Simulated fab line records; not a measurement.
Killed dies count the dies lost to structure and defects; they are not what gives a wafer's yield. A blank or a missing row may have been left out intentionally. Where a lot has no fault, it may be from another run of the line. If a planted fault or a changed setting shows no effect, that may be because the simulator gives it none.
What tool caused it? + flow gf180mcu + 11 lots with 33 wafers sampled at 7 steps, on a route of 602 steps

== WHAT THE GAUGES READ, wafer by wafer ==
GF_V5_OVL_MEAS_15. Usual: V5_OVL typically reads -2 nm, with standard deviation 5.
| lot  | measured     | on         | V5_OVL (nm) | flag |
|------|--------------|------------|-------------|------|
| L993 | day 27 04:31 | overlay-02 | -7 -2 -8    |      |
| L995 | day 27 20:43 | overlay-01 | -1 -3 -1    |      |
| L997 | day 28 12:19 | overlay-02 | 0 -5 1      |      |
| L998 | day 28 21:17 | overlay-01 | -4 4 1      |      |
| L999 | day 29 06:16 | overlay-01 | 7 4 4       |      |
| L100 | day 29 15:34 | overlay-01 | -4 2 -1     |      |
| L101 | day 29 22:51 | overlay-02 | -8 -6 6     |      |
| L102 | day 30 11:36 | overlay-01 | -2 0 1      |      |
| L103 | day 30 12:18 | overlay-02 | 3 -2 -5     |      |
| L104 | day 30 13:33 | overlay-01 | -11 -8 -8   |      |
| L114 | day 33 02:04 | overlay-01 | -3 -3 -7    |      |

GF_V5_RS_MEAS_24: measures by four-point-probe. Usual: V5_W_RS typically reads 0.3293 ohm/sq, with standard deviation 0.0028.
| lot  | measured     | on            | V5_W_RS (ohm/sq)     | flag |
|------|--------------|---------------|----------------------|------|
| L993 | day 27 05:27 | film-metro-02 | 0.3269 0.3286 0.3282 |      |
| L995 | day 27 21:40 | film-metro-02 | 0.3286 0.3279 0.3317 |      |
| L997 | day 28 13:17 | film-metro-04 | 0.3306 0.3284 0.3308 |      |
| L998 | day 28 22:15 | film-metro-03 | 0.3309 0.3294 0.3278 |      |
| L999 | day 29 07:15 | film-metro-02 | 0.3302 0.3291 0.3274 |      |
| L100 | day 29 16:31 | film-metro-02 | 0.3294 0.3248 0.3261 |      |
| L101 | day 29 23:49 | film-metro-02 | 0.3312 0.3294 0.3279 |      |
| L102 | day 30 12:34 | film-metro-03 | 0.3305 0.3310 0.3348 |      |
| L103 | day 30 13:20 | film-metro-04 | 0.3315 0.2340 0.2321 | OFF  |
| L104 | day 30 14:43 | film-metro-04 | 0.3327 0.3332 0.3310 |      |
| L114 | day 33 03:07 | film-metro-03 | 0.3319 0.3275 0.3284 |      |

GF_V5_THK_MEAS_25: measures by xrf. Usual: V5_W_THK typically reads 350 nm, with standard deviation 3.5.
| lot  | measured     | on            | V5_W_THK (nm) | flag |
|------|--------------|---------------|---------------|------|
| L993 | day 27 05:34 | film-metro-02 | 354 352 352   |      |
| L995 | day 27 21:47 | film-metro-02 | 353 355 350   |      |
| L997 | day 28 13:24 | film-metro-04 | 349 349 346   |      |
| L998 | day 28 22:20 | film-metro-03 | 346 349 350   |      |
| L999 | day 29 07:22 | film-metro-02 | 350 350 353   |      |
| L100 | day 29 16:37 | film-metro-02 | 348 355 352   |      |
| L101 | day 29 23:56 | film-metro-02 | 347 349 351   |      |
| L102 | day 30 12:41 | film-metro-03 | 351 349 347   |      |
| L103 | day 30 13:27 | film-metro-04 | 345 494 495   | OFF  |
| L104 | day 30 14:50 | film-metro-04 | 344 345 349   |      |
| L114 | day 33 03:13 | film-metro-03 | 350 353 354   |      |

GF_TOP_METAL_THK_MEAS_06: measures by xrf. Usual: TOP_METAL_ALCU_THK typically reads 911 nm, with standard deviation 9.
| lot  | measured     | on            | TOP_METAL_ALCU_THK (nm) | flag |
|------|--------------|---------------|-------------------------|------|
| L993 | day 27 06:16 | film-metro-03 | 907 906 911             |      |
| L995 | day 27 22:29 | film-metro-03 | 908 912 898             |      |
| L997 | day 28 14:06 | film-metro-02 | 926 926 922             |      |
| L998 | day 28 23:02 | film-metro-02 | 903 901 893             |      |
| L999 | day 29 08:04 | film-metro-02 | 900 906 904             |      |
| L100 | day 29 17:19 | film-metro-02 | 904 909 899             |      |
| L101 | day 30 00:38 | film-metro-01 | 919 913 914             |      |
| L102 | day 30 13:23 | film-metro-01 | 915 921 919             |      |
| L103 | day 30 14:09 | film-metro-02 | 903 900 900             |      |
| L104 | day 30 15:37 | film-metro-01 | 921 914 911             |      |
| L114 | day 33 04:53 | film-metro-03 | 909 907 913             |      |

== EACH LOT AND THE TOOL THAT RAN IT (in order: tool; ch and the chambers of the sampled wafers; start) ==
| lot  | GF_V5_SPUTTER_21             | GF_V5_CVD_23                  | GF_V5_CMP_26                  |
|------|------------------------------|-------------------------------|-------------------------------|
| L993 | pvd-sputter-03, day 27 05:14 | cvd-w-02 ch 0,1, day 27 05:20 | cmp-02 ch 0,1,3, day 27 05:38 |
| L995 | pvd-sputter-01, day 27 21:26 | cvd-w-01 ch 0,1, day 27 21:32 | cmp-01 ch 2,3, day 27 21:50   |
| L997 | pvd-sputter-02, day 28 13:04 | cvd-w-01 ch 0,1, day 28 13:10 | cmp-01 ch 0,1, day 28 13:31   |
| L998 | pvd-sputter-02, day 28 21:59 | cvd-w-01 ch 0,1, day 28 22:07 | cmp-02 ch 0,1, day 28 22:25   |
| L999 | pvd-sputter-01, day 29 07:01 | cvd-w-01 ch 0,1, day 29 07:07 | cmp-01 ch 1,3, day 29 07:26   |
| L100 | pvd-sputter-03, day 29 16:16 | cvd-w-02 ch 0,1, day 29 16:22 | cmp-02 ch 2,3, day 29 16:43   |
| L101 | pvd-sputter-01, day 29 23:36 | cvd-w-02 ch 0,1, day 29 23:42 | cmp-01 ch 0,2, day 30 00:03   |
| L102 | pvd-sputter-03, day 30 12:22 | cvd-w-02 ch 0,1, day 30 12:28 | cmp-02 ch 0,1,2, day 30 12:45 |
| L103 | pvd-sputter-02, day 30 13:01 | cvd-w-02 ch 0,1, day 30 13:07 | cmp-01 ch 1,2,3, day 30 13:34 |
| L104 | pvd-sputter-01, day 30 14:21 | cvd-w-01 ch 1, day 30 14:29   | cmp-02 ch 1,3, day 30 15:01   |
| L114 | pvd-sputter-01, day 33 02:53 | cvd-w-01 ch 0,1, day 33 02:59 | cmp-02 ch 1,2,3, day 33 04:14 |
- GF_V5_SPUTTER_21: material Ti, target thk 15 nm, time 80.02 s.
- GF_V5_CVD_23: deposits W, target thk 350 nm, time 104.9 s.
- GF_V5_CMP_26: polishes, stops on SiO2, t overpolish 15 s, target thk 0 nm.

== WHAT THE TOOLS THEMSELVES READ (means of the sampled wafers that have a number; where no wafer has one, the mark that the record gives instead) ==
GF_V5_SPUTTER_21. Usual: throttle-valve-pct 30.1 %, standard deviation 0.97.
| lot  | tool           | throttle-valve-pct (%) | flag |
|------|----------------|------------------------|------|
| L993 | pvd-sputter-03 | 30.0                   |      |
| L995 | pvd-sputter-01 | 30.5                   |      |
| L997 | pvd-sputter-02 | 29.7                   |      |
| L998 | pvd-sputter-02 | 30.1                   |      |
| L999 | pvd-sputter-01 | 29.7                   |      |
| L100 | pvd-sputter-03 | 30.8                   |      |
| L101 | pvd-sputter-01 | 30.4                   |      |
| L102 | pvd-sputter-03 | 30.2                   |      |
| L103 | pvd-sputter-02 | 30.1                   |      |
| L104 | pvd-sputter-01 | 29.1                   |      |
| L114 | pvd-sputter-01 | 29.7                   |      |

GF_V5_CVD_23. Usual: heater-power-w 833 W, standard deviation 51; susceptor-temp-C 400.01 C, standard deviation 0.21.
| lot  | tool     | heater-power-w (W) | susceptor-temp-C (C) | flag |
|------|----------|--------------------|----------------------|------|
| L993 | cvd-w-02 | 869                | 399.81               |      |
| L995 | cvd-w-01 | 824                | 399.94               |      |
| L997 | cvd-w-01 | 813                | 399.67               |      |
| L998 | cvd-w-01 | 784                | 400.01               |      |
| L999 | cvd-w-01 | 802                | 400.00               |      |
| L100 | cvd-w-02 | 865                | 400.12               |      |
| L101 | cvd-w-02 | 856                | 400.07               |      |
| L102 | cvd-w-02 | 875                | 400.10               |      |
| L103 | cvd-w-02 | 864                | 400.14               |      |
| L104 | cvd-w-01 | 754                | 400.19               |      |
| L114 | cvd-w-01 | 783                | 399.83               |      |

GF_V5_CMP_26. Usual: motor-current-A 10.9 A, standard deviation 1.2; slurry-flow-ml-min 150.0, standard deviation 0.47; time-to-endpoint-s 84 s, standard deviation 3.5.
| lot  | tool   | motor-current-A (A) | slurry-flow-ml-min | time-to-endpoint-s (s) | flag |
|------|--------|---------------------|--------------------|------------------------|------|
| L993 | cmp-02 | 10.9                | 149.9              | 87                     |      |
| L995 | cmp-01 | 9.7                 | 150.3              | 83                     |      |
| L997 | cmp-01 | 11.3                | 150.2              | 83                     |      |
| L998 | cmp-02 | 10.1                | 149.9              | 86                     |      |
| L999 | cmp-01 | 11.0                | 150.2              | 82                     |      |
| L100 | cmp-02 | 11.3                | 149.8              | 86                     |      |
| L101 | cmp-01 | 10.2                | 149.8              | 76                     |      |
| L102 | cmp-02 | 11.0                | 150.2              | 83                     |      |
| L103 | cmp-01 | 10.3                | 149.8              | 98                     | OFF  |
| L104 | cmp-02 | 10.9                | 150.0              | 85                     |      |
| L114 | cmp-02 | 11.1                | 150.3              | 86                     |      |

== THE ANSWER, worked out from the rows above alone ==
Rule: lot off if the mean of its wafers having a number is beyond 3 standard deviations from the usual mean. Also off: a lot with no number at a reading for which 4 or more lots have one. Where the step has rows for the other lots, those lots are counted as sound. Order of review: gauges by route order, followed by the tools' own readings, for which a lot's mean as printed above is used. At the first step where some lot is off, the reading lying furthest off is the one used; lots without a number count as furthest.
Off: at GF_V5_RS_MEAS_24 (V5_W_RS), L103.
A tool fits if, at a process step before that reading, it ran every lot that is off, and no sound lot after the first of them. Not tried: the gauges at GF_V5_RS_MEAS_24; whatever is off there is also off at GF_V5_CMP_26, on other tools, and gauge error can't account for it. This does not decide it: 2 tools fit, namely pvd-sputter-02 at GF_V5_SPUTTER_21 and cvd-w-02 at GF_V5_CVD_23.

== WHAT THE SIMULATOR PUT IN ==
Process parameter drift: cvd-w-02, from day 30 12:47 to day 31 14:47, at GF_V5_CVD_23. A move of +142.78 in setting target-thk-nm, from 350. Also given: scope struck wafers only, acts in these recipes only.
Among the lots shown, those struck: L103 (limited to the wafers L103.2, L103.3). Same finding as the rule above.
